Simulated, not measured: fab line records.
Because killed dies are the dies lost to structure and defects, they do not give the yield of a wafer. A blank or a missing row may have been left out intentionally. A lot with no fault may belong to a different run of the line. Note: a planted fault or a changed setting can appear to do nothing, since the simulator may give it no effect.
A struck lot beside a sound one | flow sky130 | 44 out of 708 route steps
Sound: wafers L466.2, L466.4, L466.5. Struck: wafer L478.3 (left out: L478.2, L478.5 of the same lot, which were not struck); the cause appears at the end.
Per side, at each step with rows, come the tool, then ch with its chambers, and then its first start. Under that, the readings that differ: sound wafers | struck wafers | difference of the means | sigmas: that difference in standard deviations of wafers without a fault.
alike: same words and numbers on both sides, and readings whose means sit less than 2 such deviations apart. not compared: any withheld reading, any reading some wafer has no value for, any bound like >300 that may hide the same value, and any number with overlapping values for which the record gives no deviation.
Wherever a step has rows on one side only, a row that says differs or no value, or a row with sigmas, the two part there. Numbers that have no deviation but don't overlap get no sigmas and don't part them. A reading that every wafer of one side lacks parts them only if that side has two wafers or more.

SKY_VIA3_SPUTTER_20: material TiN, target thk 20 nm, time 80 s.
  sound on pvd sputter-01 at day 40 06:34; struck on pvd sputter-04 at day 43 08:24
  alike: throttle valve pct
then, 1 step without rows for these wafers: SKY_VIA3_CVD_21 (deposits W, target thk 390 nm, time 117.31 s).
SKY_VIA3_RS_MEAS_22: the measuring method here is four-point-probe.
  sound on film metro-01 at day 40 06:47; struck on film metro-04 at day 43 08:36
  alike: VIA3_W_RS
SKY_VIA3_THK_MEAS_23: measures by xrf.
  sound on film metro-01 at day 40 06:54; struck on film metro-04 at day 43 08:43
  alike: VIA3_W_THK
SKY_VIA3_CMP_24: polishes, stops on SiO2, t overpolish 20 s, target thk 0 nm.
  sound on cmp-01 ch 1,2,3, day 40 07:03; struck on cmp-02 ch 3, day 43 08:46
  reading             | sound          | struck | difference | sigmas
  motor current A (A) | 11.7 11.5 11.4 | 8.7    | -2.8       | -3
  alike: overpolish run s, time to endpoint s
SKY_METAL4_SPUTTER_00: material Ti, target thk 15 nm, time 10 s.
  sound on pvd sputter-02 at day 40 07:15; struck on pvd sputter-01 at day 43 09:04
  alike: throttle valve pct
then, 2 steps without rows for these wafers: SKY_METAL4_SPUTTER_01 (material TiN, target thk 20 nm, time 16.7 s); SKY_METAL4_SPUTTER_02 (material AlCu, target thk 735 nm, time 39.1 s).
SKY_METAL4_SPUTTER_03: material Ti, target thk 5 nm, time 3.3 s.
  sound on pvd sputter-02 at day 40 07:20; struck on pvd sputter-01 at day 43 09:09
  alike: throttle valve pct
then, 2 steps without rows for these wafers: SKY_METAL4_SPUTTER_04 (material TiN, target thk 70 nm, time 58.3 s); SKY_CAP2M_CVD_00 (deposits SiO2, target thk 15.5 nm).
SKY_CAP2M_THK_MEAS_01:
  sound on film metro-01 at day 40 07:26; struck on film metro-01 at day 43 09:15
  alike: CAP2M_CVD_00_THK
SKY_CAP2M_SPUTTER_02: material TiN, target thk 200 nm, time 166.7 s.
  sound on pvd sputter-03 at day 40 07:29; struck on pvd sputter-03 at day 43 09:18
  reading                                   | sound             | struck | difference | sigmas
  model.TiN_of_CAP2M_SPUTTER_02.thk nm (nm) | 200.5 202.2 202.6 | 182    | -20        |
  alike: throttle valve pct
SKY_CAP2M_RS_MEAS_03: the measuring method here is four-point-probe.
  sound on film metro-03 at day 40 07:37; struck on film metro-01 at day 43 09:26
  reading               | sound          | struck | difference | sigmas
  CAP2M_TIN_RS (ohm/sq) | 6.89 6.84 6.82 | 7.60   | +0.75      | +8
SKY_CAP2M_THK_MEAS_04: measures by xrf.
  sound on film metro-03 at day 40 07:43; struck on film metro-01 at day 43 09:32
  reading            | sound             | struck | difference | sigmas
  CAP2M_TIN_THK (nm) | 196.7 199.5 199.3 | 182.7  | -15.8      | -6
then, 7 steps without rows for these wafers: SKY_CAP2M_DEHYDRATE_05 (time 60 s); SKY_CAP2M_HMDS_06 (prime time 60 s); SKY_CAP2M_COAT_07 (resist thk 1140 nm); SKY_CAP2M_SOFTBAKE_08 (time 60 s); SKY_CAP2M_EXPOSE_09 (exposes mask CAP2M, target cd 1000 nm); SKY_CAP2M_PEB_10; SKY_CAP2M_DEVELOP_11 (develop time 60 s).
SKY_CAP2M_OVL_MEAS_12:
  sound on overlay-02 at day 41 08:28; struck on overlay-02 at day 44 08:40
  alike: CAP2M_OVL
SKY_CAP2M_METAL_ETCH_13: etches TiN in Cl2/BCl3, stops on SiO2, target depth 220 nm, time 62.9 s.
  sound on rie metal-02 ch 0,1, day 41 08:29; struck on rie metal-02 ch 1, day 44 08:41
  reading                | sound                | struck | difference | sigmas
  oes product au (a.u.)  | 0.943 0.945 0.943    | 0.892  | -0.052     | -6
  throttle valve pct (%) | 21.910 21.889 21.893 | 21.933 | +0.036     | +3
  alike: bcl3 flow sccm, drypump motor current A
  not compared: rf hours counter h
then, 12 steps without rows for these wafers: SKY_CAP2M_STRIP_14 (strips in O2/N2); SKY_CAP2M_STRIP_15 (strips in post etch residue remover, time 1200 s); SKY_CAP2M_CLEAN_16 (cleans in IPA, time 180 s); SKY_CAP2M_CLEAN_17 (cleans in O3/DIW); SKY_METAL4_DEHYDRATE_05 (time 60 s); SKY_METAL4_HMDS_06 (prime time 60 s); SKY_METAL4_COAT_07 (resist thk 60 nm); SKY_METAL4_COAT_08 (resist thk 1140 nm); SKY_METAL4_SOFTBAKE_09 (time 90 s); SKY_METAL4_EXPOSE_10 (exposes mask MM4, target cd 300 nm); SKY_METAL4_PEB_11; SKY_METAL4_DEVELOP_12 (develop time 60 s).
SKY_METAL4_CD_MEAS_13: target cd 300 nm.
  sound on cd sem-01 at day 42 09:22; struck on cd sem-02 at day 45 07:48
  alike: cd nm
SKY_METAL4_OVL_MEAS_14:
  sound on overlay-02 at day 42 09:28; struck on overlay-02 at day 45 07:54
  alike: METAL4_OVL
then, 2 steps without rows for these wafers: SKY_METAL4_DESCUM_15 (chemistry O2, time 8 s); SKY_METAL4_ETCH_16 (etches BARC in N2/H2, stops on SiO2, time 88.2 s, target depth 60 nm).
SKY_METAL4_ETCH_17: etches SiO2 in C4F8/O2/Ar, stops on TiN, time 3.9 s, target depth 15 nm.
  sound on rie diel-02 ch 0,2,3, day 42 09:38; struck on rie diel-02 ch 2, day 45 08:04
  alike: oes product au
  not compared: rf hours counter h
then, 1 step without rows for these wafers: SKY_METAL4_METAL_ETCH_18 (etches the open film in Cl2/BCl3, stops on SiO2, target depth 845 nm, time 183.1 s).
SKY_METAL4_STRIP_20: strips in post etch residue remover, time 1200 s.
  sound on wet bench-03 ch 3, day 42 09:56; struck on wet bench-04 ch 2, day 45 08:22
  reading                                   | sound             | struck | difference | sigmas
  model.TiN_of_CAP2M_SPUTTER_02.thk nm (nm) | 199.6 201.4 201.8 | 181.2  | -19.7      |
  alike: bath heat duty pct, temp c
-- the record jumps here: 4 days lie between the struck wafers' starts before and after (it left off in module METAL4 and takes up again in module PAD_OPEN, whose first step shown is number 708 of the route) --
SKY_PAD_OPEN_PROBE_99:
  sound on prober-02 at day 46 09:19; struck on prober-02 at day 48 22:48
  reading                               | sound                | struck | difference | sigmas
  model.etest.cap mim2.plate ohm sq     | 5.986 5.992 5.886    | 6.604  | +0.649     |
  model.etest.cap mim2.leak log10 a cm2 | -8.937 -8.954 -9.007 | -8.8   | +0.2       |
  alike: defect limited yield, killed_at_M0_to_M3, killed_at_M4_up, killed at contacts, killed at front end, killed at other, killed dies, killed open, killed short, sort_bin_3_pad_short, sort_bin_5_function, sort_bin_6_memory, sort n pass, sort yield pct

WHERE THEY PART
Earliest at SKY_VIA3_CMP_24; latest, in this record, at SKY_CAP2M_METAL_ETCH_13. Later steps at which nothing parts them and some readings are alike: SKY_METAL4_CD_MEAS_13, SKY_METAL4_OVL_MEAS_14, SKY_METAL4_ETCH_17, SKY_METAL4_STRIP_20, SKY_PAD_OPEN_PROBE_99.

WHY: the cause the simulator had injected
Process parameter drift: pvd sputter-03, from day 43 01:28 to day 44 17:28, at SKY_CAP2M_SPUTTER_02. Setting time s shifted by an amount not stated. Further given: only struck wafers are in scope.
